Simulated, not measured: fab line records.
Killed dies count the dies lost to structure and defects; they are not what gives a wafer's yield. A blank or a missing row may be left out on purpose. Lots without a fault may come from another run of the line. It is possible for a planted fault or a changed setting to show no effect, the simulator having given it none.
fab line records -- flow sky130
[record] lots = 12, wafers = 36, last-day = 49
route steps=708 shown LI_CONTACT@382 LOCAL_INTERCONNECT@402 PAD_OPEN@708
lots with no fault: from the same line, run without faults
start-h: the number of hours between the record's first day and the start of the first shown wafer of the lot -- wait-h: how many hours have passed since the lot's step before this one -- " unchanged from the row above -- L1.1+2: one row covering several wafers at once -- - no value, or no start was given -- * or withheld: withheld -- < > ~ a bound
route shown NAME@n: a module of which the file shows steps, and the number in the route of the first -- usual: average and standard deviation across the fault-free wafers -- same: alike in all rows -- chamber/n: place in a boat -- sites: per-site readings -- _std_site: the standard deviation of these -- _edge_site: inner sites' mean taken away from outer sites' mean -- radius-mm: how far each site lies from the wafer's centre -- mask NAME#n: copy n -- behind: tool/chamber where the wafer was last shaped -- hold: what put the lot on hold/how long, in hours/how the hold closed -- device: the n, p or np transistor that did not switch -- end of line: tests of these same wafers at the route's end -- a step without rows: its recipe alone -- killed: the dies lost at the first sort to structure and to defects; this is not the yield of the wafer -- map: shows each die of a wafer: x if killed, . if not, _ if none is there
set.NAME: the run value of the setting; set.NAME@STEP: its run value at that earlier step -- model.NAME: the simulator's own value behind a step, which no gauge read
the route's steps for a sample of lots (tables are steps, rows are wafers)
services: a tool's chamber out of use, with start hour (start-h, from the record's first day; less than 0 if before it), hours out, and reason
[[steps]]
[step SKY_LI_CONTACT_SPUTTER_20]
[recipe] material = TiN, target-thk-nm = 20, chamber-pressure-pa = 5, power-w = 4000, time-s = 80
[usual] chamber-pressure-pa = 5.001/0.011, throttle-valve-pct = 30.1/1.3
lot.wafer,tool,chamber,start-h,wait-h,chamber-pressure-pa,throttle-valve-pct
L350.2,pvd-sputter-03,-,680.03,0.0,4.994,27.1
L350.3,pvd-sputter-03,-,680.03,0.0,5.001,31.2
L350.6,pvd-sputter-03,-,680.03,0.0,5.009,31.5
L351.3,pvd-sputter-04,-,691.62,0.0,5.013,29.5
L351.5,pvd-sputter-04,-,691.62,0.0,4.987,32.2
L351.6,pvd-sputter-04,-,691.62,0.0,5.007,29.1
L353.1,pvd-sputter-04,-,715.83,0.0,5.001,30.0
L353.4,pvd-sputter-04,-,715.83,0.0,5.010,29.9
L353.6,pvd-sputter-04,-,715.83,0.0,5.002,30.2
L354.2,pvd-sputter-01,-,721.60,0.0,4.994,30.7
L354.4,pvd-sputter-01,-,721.60,0.0,5.009,31.2
L354.6,pvd-sputter-01,-,721.60,0.0,5.019,30.2
L359.2,pvd-sputter-04,-,761.60,0.0,5.000,32.3
L359.5,pvd-sputter-04,-,761.60,0.0,5.009,29.1
L359.6,pvd-sputter-04,-,761.60,0.0,5.004,29.5
L361.1,pvd-sputter-03,-,772.68,0.0,4.997,31.6
L361.2,pvd-sputter-03,-,772.68,0.0,5.004,30.1
L361.5,pvd-sputter-03,-,772.68,0.0,5.008,29.3
L360.3,pvd-sputter-03,-,773.38,0.0,4.989,30.4
L360.4,pvd-sputter-03,-,773.38,0.0,5.013,29.2
L360.5,pvd-sputter-03,-,773.38,0.0,4.988,31.7
L362.2,pvd-sputter-04,-,779.43,0.0,5.209,31.5
L362.3,pvd-sputter-04,-,779.43,0.0,5.005,30.1
L362.5,pvd-sputter-04,-,779.43,0.0,4.998,29.8
L363.3,pvd-sputter-04,-,785.25,0.0,5.003,30.0
L363.5,pvd-sputter-04,-,785.25,0.0,5.234,31.6
L363.6,pvd-sputter-04,-,785.25,0.0,5.010,29.1
L365.2,pvd-sputter-04,-,797.29,0.0,5.228,31.5
L365.3,pvd-sputter-04,-,797.29,0.0,5.001,29.2
L365.5,pvd-sputter-04,-,797.29,0.0,4.997,29.8
L366.3,pvd-sputter-03,-,812.09,0.0,4.999,27.5
L366.4,pvd-sputter-03,-,812.09,0.0,4.977,29.1
L366.6,pvd-sputter-03,-,812.09,0.0,4.993,30.3
L370.3,pvd-sputter-01,-,839.43,0.0,5.004,30.9
L370.4,pvd-sputter-01,-,839.43,0.0,5.011,30.9
L370.5,pvd-sputter-01,-,839.43,0.0,5.001,30.6
[step SKY_LI_CONTACT_RS_MEAS_22]
[recipe] thk-meas-gauge = four-point-probe, reads = W_of_LI_CONTACT_CVD_21+TiN_of_LI_CONTACT_SPUTTER_20+Ti_of_LI_CONTACT_SPUTTER_19
[usual] LI_CONTACT_W_RS = 0.281/0.0033
lot.wafer,tool,chamber,start-h,wait-h,LI_CONTACT_W_RS[ohm/sq]
L350.2,film-metro-04,-,680.24,0.1,0.279
L350.3,film-metro-04,-,680.24,0.1,0.279
L350.6,film-metro-04,-,680.24,0.1,0.278
L351.3,film-metro-01,-,691.85,0.1,0.282
L351.5,film-metro-01,-,691.85,0.1,0.279
L351.6,film-metro-01,-,691.85,0.1,0.280
L353.1,film-metro-01,-,716.02,0.1,0.282
L353.4,film-metro-01,-,716.02,0.1,0.281
L353.6,film-metro-01,-,716.02,0.1,0.285
L354.2,film-metro-04,-,721.81,0.1,0.280
L354.4,film-metro-04,-,721.81,0.1,0.280
L354.6,film-metro-04,-,721.81,0.1,0.281
L359.2,film-metro-03,-,761.81,0.1,0.281
L359.5,film-metro-03,-,761.81,0.1,0.286
L359.6,film-metro-03,-,761.81,0.1,0.283
L361.1,film-metro-01,-,772.87,0.1,0.276
L361.2,film-metro-01,-,772.87,0.1,0.280
L361.5,film-metro-01,-,772.87,0.1,0.279
L360.3,film-metro-03,-,773.61,0.1,0.282
L360.4,film-metro-03,-,773.61,0.1,0.280
L360.5,film-metro-03,-,773.61,0.1,0.281
L362.2,film-metro-01,-,779.63,0.1,0.282
L362.3,film-metro-01,-,779.63,0.1,0.280
L362.5,film-metro-01,-,779.63,0.1,0.280
L363.3,film-metro-04,-,785.47,0.1,0.281
L363.5,film-metro-04,-,785.47,0.1,0.273
L363.6,film-metro-04,-,785.47,0.1,0.277
L365.2,film-metro-03,-,797.49,0.1,0.287
L365.3,film-metro-03,-,797.49,0.1,0.288
L365.5,film-metro-03,-,797.49,0.1,0.281
L366.3,film-metro-01,-,812.31,0.1,0.283
L366.4,film-metro-01,-,812.31,0.1,0.286
L366.6,film-metro-01,-,812.31,0.1,0.284
L370.3,film-metro-04,-,839.66,0.1,0.281
L370.4,film-metro-04,-,839.66,0.1,0.278
L370.5,film-metro-04,-,839.66,0.1,0.279
[step SKY_LI_CONTACT_CMP_24]
[recipe] stop-on = PSG, t-overpolish-s = 20, down-force-psi = 3.5, platen-rpm = 60, target-thk-nm = 0, pad-velocity-m-s = 0.94248
[usual] motor-current-A = 12.0/1.3, overpolish-run-s = 20.000/0.0094, time-to-endpoint-s = 99/4
lot.wafer,tool,chamber,start-h,wait-h,motor-current-A,overpolish-run-s,time-to-endpoint-s
L350.2,cmp-02,0,680.50,0.1,11.7,20.004,103
L350.3,cmp-02,1,680.50,0.1,10.9,19.984,102
L350.6,cmp-02,3,680.50,0.1,13.1,20.005,106
L351.3,cmp-02,0,692.14,0.2,11.3,19.988,102
L351.5,cmp-02,1,692.14,0.2,11.1,20.006,103
L351.6,cmp-02,2,692.14,0.2,12.5,19.998,102
L353.1,cmp-01,0,716.20,0.1,12.4,19.998,103
L353.4,cmp-01,1,716.20,0.1,14.7,19.998,97
L353.6,cmp-01,1,716.20,0.1,14.3,20.004,94
L354.4,cmp-02,0,722.02,0.1,11.5,19.994,101
L354.2,cmp-02,2,722.02,0.1,12.6,20.000,106
L354.6,cmp-02,0,722.02,0.1,11.0,20.002,104
L359.2,cmp-01,3,762.12,0.2,10.1,20.002,100
L359.5,cmp-01,0,762.12,0.2,12.9,19.991,99
L359.6,cmp-01,1,762.12,0.2,13.9,19.992,91
L361.1,cmp-01,1,773.10,0.1,14.0,20.014,97
L361.2,cmp-01,2,773.10,0.1,11.1,19.996,95
L361.5,cmp-01,1,773.10,0.1,14.2,19.989,95
L360.3,cmp-01,1,773.92,0.2,13.6,19.992,93
L360.4,cmp-01,3,773.92,0.2,10.1,20.006,101
L360.5,cmp-01,1,773.92,0.2,13.7,19.986,95
L362.2,cmp-02,1,779.87,0.1,11.3,20.013,97
L362.3,cmp-02,2,779.87,0.1,12.5,19.984,101
L362.5,cmp-02,1,779.87,0.1,10.8,19.998,98
L363.3,cmp-02,1,785.66,0.1,11.0,19.992,99
L363.6,cmp-02,0,785.66,0.1,11.9,20.016,97
L363.5,cmp-02,1,785.66,0.1,10.9,20.005,100
L365.2,cmp-02,3,797.65,0.0,12.4,20.018,100
L365.3,cmp-02,2,797.65,0.0,12.3,19.991,100
L365.5,cmp-02,0,797.65,0.0,11.2,20.013,100
L366.4,cmp-01,3,812.55,0.1,10.5,19.986,95
L366.3,cmp-01,0,812.55,0.1,13.5,19.999,96
L366.6,cmp-01,2,812.55,0.1,11.8,19.997,95
L370.3,cmp-02,1,839.80,0.0,10.5,20.010,94
L370.4,cmp-02,2,839.80,0.0,12.2,19.991,96
L370.5,cmp-02,2,839.80,0.0,11.8,20.001,99
[step SKY_LOCAL_INTERCONNECT_STRIP_15]
[recipe] chemistry = O2/N2, power-w = 1400, pressure-mtorr = 1500, platen-temp-c = withheld, o2-flow-sccm = 3000, n2-flow-sccm = 300, overash-fraction = 0.5
[usual] drypump-motor-current-A = 5.9/0.38, o2-flow-sccm = 3000/7.6, oes-product-au = 0.426/0.0049, strip-time-to-endpoint-s = 4.724/0.025
[same] overash-fraction = 0.5
lot.wafer,tool,chamber,start-h,wait-h,drypump-motor-current-A,o2-flow-sccm,oes-product-au,rf-hours-counter-h,strip-time-to-endpoint-s
L350.2,plasma-asher-03,1,708.85,0.0,5.4,3011,0.428,102,4.738
L350.3,plasma-asher-03,0,708.85,0.0,6.2,3005,0.422,-,4.726
L350.6,plasma-asher-03,1,708.85,0.0,5.4,3006,0.430,-,4.734
L351.3,plasma-asher-04,0,720.38,0.1,5.5,3003,0.421,-,4.721
L351.5,plasma-asher-04,1,720.38,0.1,5.8,3009,0.426,-,4.707
L351.6,plasma-asher-04,0,720.38,0.1,5.4,3002,0.419,-,4.723
L353.1,plasma-asher-02,1,743.81,0.1,5.8,2994,0.422,90,4.695
L353.4,plasma-asher-02,1,743.81,0.1,5.8,2991,0.423,-,4.697
L353.6,plasma-asher-02,0,743.81,0.1,6.4,2999,0.423,-,4.697
L354.2,plasma-asher-03,0,749.64,0.0,6.3,2994,0.424,1,4.710
L354.4,plasma-asher-03,1,749.64,0.0,5.4,3005,0.418,-,4.707
L354.6,plasma-asher-03,0,749.64,0.0,6.3,2999,0.419,-,4.720
L359.2,plasma-asher-04,0,789.00,0.0,5.4,2996,0.429,37,4.738
L359.5,plasma-asher-04,0,789.00,0.0,5.5,2984,0.419,-,4.743
L359.6,plasma-asher-04,1,789.00,0.0,5.8,2990,0.426,-,4.757
L361.1,plasma-asher-04,1,800.24,0.0,5.8,3001,0.421,39,4.720
L361.2,plasma-asher-04,0,800.24,0.0,5.4,3006,0.426,39,4.732
L361.5,plasma-asher-04,1,800.24,0.0,5.8,2998,0.422,-,4.743
L360.3,plasma-asher-04,1,801.29,0.1,5.8,3001,0.421,-,4.709
L360.4,plasma-asher-04,0,801.29,0.1,5.4,3004,0.423,-,4.727
L360.5,plasma-asher-04,0,801.29,0.1,5.4,2996,0.430,-,4.722
L362.2,plasma-asher-04,1,806.70,0.0,5.8,2992,0.429,39,4.700
L362.3,plasma-asher-04,0,806.70,0.0,5.4,2983,0.425,-,4.687
L362.5,plasma-asher-04,0,806.70,0.0,5.4,2990,0.426,-,4.685
L363.3,plasma-asher-02,1,812.52,0.1,5.8,3011,0.422,-,4.725
L363.5,plasma-asher-02,0,812.52,0.1,6.5,2994,0.426,-,4.729
L363.6,plasma-asher-02,1,812.52,0.1,5.8,3000,0.425,-,4.727
L365.2,plasma-asher-02,0,824.49,0.0,6.4,2993,0.427,97,4.691
L365.3,plasma-asher-02,0,824.49,0.0,6.4,2983,0.427,-,4.724
L365.5,plasma-asher-02,0,824.49,0.0,6.4,2997,0.420,-,4.709
L366.3,plasma-asher-04,0,840.03,0.1,5.4,3006,0.422,-,4.707
L366.4,plasma-asher-04,1,840.03,0.1,5.8,3017,0.417,-,4.684
L366.6,plasma-asher-04,1,840.03,0.1,5.7,3010,0.427,-,4.727
L370.3,plasma-asher-03,0,866.29,0.1,6.3,3009,0.428,-,4.718
L370.4,plasma-asher-03,1,866.29,0.1,5.4,2977,0.422,-,4.727
L370.5,plasma-asher-03,1,866.29,0.1,5.4,2993,0.433,-,4.723
[step SKY_PAD_OPEN_PROBE_99]
[usual] killed_at_M0_to_M3 = 44/7, killed_at_M4_up = 3.0/1.8, killed-at-contacts = 24/4.9, killed-at-front-end = 15/5, killed-at-other = 0.2/0.53, killed-dies = 87/8.7, killed-open = 48/6.8, killed-short = 39/5.7
[same] gross-dies = 492, killed-at-back-side = 0
lot.wafer,tool,chamber,start-h,wait-h,killed_at_M0_to_M3,killed_at_M4_up,killed-at-contacts,killed-at-front-end,killed-at-other,killed-dies,killed-open,killed-short
L359.2,prober-01,-,1136.45,0.1,39,8,36,17,0,100,54,46
L359.5,prober-01,-,1136.60,0.2,37,5,20,28,0,90,47,43
L359.6,prober-01,-,1136.65,0.2,38,1,25,15,0,79,46,33
L362.2,prober-02,-,1150.62,0.1,51,6,19,16,0,92,48,44
L362.3,prober-02,-,1150.67,0.2,42,4,23,16,2,87,47,40
L362.5,prober-02,-,1150.77,0.2,48,0,24,10,1,83,41,42
L363.3,prober-01,-,1154.99,0.2,51,4,27,8,0,90,48,42
L363.5,prober-01,-,1155.09,0.2,53,1,19,12,0,85,42,43
L363.6,prober-01,-,1155.14,0.2,43,5,23,20,0,91,49,42
// killed by level:class
L359.2 LI_CONTACT:geometric-particle:open=12 CONTACT:geometric-particle:open=11 VIA1:geometric-particle:open=9 FIELD_ISO:geometric-particle:open=7 CONTACT:geometric-particle:short=6 FIELD_ISO:geometric-particle:short=5 METAL2:geometric-particle:short=5 METAL1:geometric-particle:short=5
L359.5 VIA1:geometric-particle:open=11 CONTACT:geometric-particle:open=10 FIELD_ISO:geometric-particle:short=7 FIELD_ISO:geometric-particle:open=6 METAL1:geometric-particle:short=6 VIA2:geometric-particle:open=6 POLY_GATE:geometric-particle:short=4 POLY_GATE:geometric-particle:open=3
L359.6 LI_CONTACT:geometric-particle:open=8 VIA3:geometric-particle:open=7 CONTACT:geometric-particle:short=7 CONTACT:geometric-particle:open=7 VIA1:geometric-particle:open=7 FIELD_ISO:geometric-particle:short=5 VIA2:geometric-particle:open=5 FIELD_ISO:geometric-particle:open=4
L362.2 VIA1:geometric-particle:open=11 METAL1:geometric-particle:short=7 METAL2:geometric-particle:short=7 VIA3:geometric-particle:open=7 FIELD_ISO:geometric-particle:short=6 LI_CONTACT:geometric-particle:open=6 CONTACT:geometric-particle:open=6 FIELD_ISO:geometric-particle:open=5
L362.3 VIA1:geometric-particle:open=13 LI_CONTACT:geometric-particle:open=6 CONTACT:geometric-particle:open=6 CONTACT:geometric-particle:short=5 METAL1:geometric-particle:short=5 VIA2:geometric-particle:short=5 POLY_GATE:geometric-particle:open=4 VIA1:geometric-particle:short=4
L362.5 VIA3:geometric-particle:open=10 LI_CONTACT:geometric-particle:open=8 VIA1:geometric-particle:open=8 CONTACT:geometric-particle:short=6 VIA1:geometric-particle:short=6 LOCAL_INTERCONNECT:geometric-particle:short=5 METAL3:geometric-particle:short=5 CONTACT:geometric-particle:open=4
L363.3 CONTACT:geometric-particle:open=12 VIA1:geometric-particle:open=9 METAL2:geometric-particle:short=9 METAL1:geometric-particle:short=8 LI_CONTACT:geometric-particle:open=7 VIA2:geometric-particle:open=5 CONTACT:geometric-particle:short=4 VIA2:geometric-particle:short=4
L363.5 VIA1:geometric-particle:open=12 VIA1:geometric-particle:short=8 CONTACT:geometric-particle:open=6 METAL2:geometric-particle:short=6 VIA3:geometric-particle:open=6 LOCAL_INTERCONNECT:geometric-particle:short=5 VIA2:geometric-particle:open=5 FIELD_ISO:geometric-particle:open=4
L363.6 VIA1:geometric-particle:open=12 POLY_GATE:geometric-particle:short=9 CONTACT:geometric-particle:open=8 VIA3:geometric-particle:open=8 VIA1:geometric-particle:short=6 LI_CONTACT:geometric-particle:open=6 VIA2:geometric-particle:open=6 FIELD_ISO:geometric-particle:short=5
[[services]]
tool,chamber,start-h,hours,kind
plasma-asher-03,-,686.24,0.8,repair
cmp-02,-,686.64,3.9,pm
pvd-sputter-03,-,688.28,1.5,repair
cmp-01,-,691.11,5.5,pm
pvd-sputter-04,-,704.07,3.0,repair
plasma-asher-03,-,711.85,7.6,repair
cmp-02,-,723.05,1.1,repair
pvd-sputter-01,-,730.79,2.8,repair
plasma-asher-03,-,733.75,9.0,pm
pvd-sputter-03,-,743.73,1.4,repair
cmp-01,-,744.00,4.0,pm
pvd-sputter-03,-,749.28,1.9,repair
pvd-sputter-01,-,772.47,1.0,repair
cmp-02,-,772.76,2.6,repair
cmp-02,-,790.96,1.3,repair
plasma-asher-02,-,797.28,6.6,repair
plasma-asher-02,-,806.55,0.7,repair
plasma-asher-02,-,814.75,4.6,repair
cmp-01,-,821.45,1.4,repair
cmp-02,-,821.46,0.3,repair
pvd-sputter-04,-,822.10,1.0,repair
plasma-asher-02,-,836.99,0.7,repair
cmp-01,-,848.78,74.2,repair
cmp-02,-,856.18,1.4,repair
[[key]]
[first-sign] step = SKY_LI_CONTACT_SPUTTER_20, reading = chamber-pressure-pa, direction = up, sigmas = 20, usual = 5.001, struck = 5.224
effect none on later readings
met-at SKY_LI_CONTACT_SPUTTER_20
struck-lots L362,L363,L365
struck-wafers L362.2,L363.5,L365.2
tester-left-out L362,L363,L365
not-acting-at SKY_LI_CONTACT_RS_MEAS_22,SKY_LI_CONTACT_CMP_24,SKY_LOCAL_INTERCONNECT_STRIP_15
onset-between 761.60 779.43
[fault] kind = process-parameter-drift, tool = pvd-sputter-04, chamber = -, onset-h = 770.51, steps = SKY_LI_CONTACT_SPUTTER_20, channel = chamber-pressure-pa, offset = 0.21721, shape = step, end-h = 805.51, acts-in = these-recipes-only, stated = 5, scope = struck-wafers-only
// tester-left-out: of these lots the tester's yield and bins aren't shown, on N5 and GAA mostly nor the transistor test; their killed dies are dies lost to structure and defects alone, not to doping, threshold or leakage, so they don't give the yield
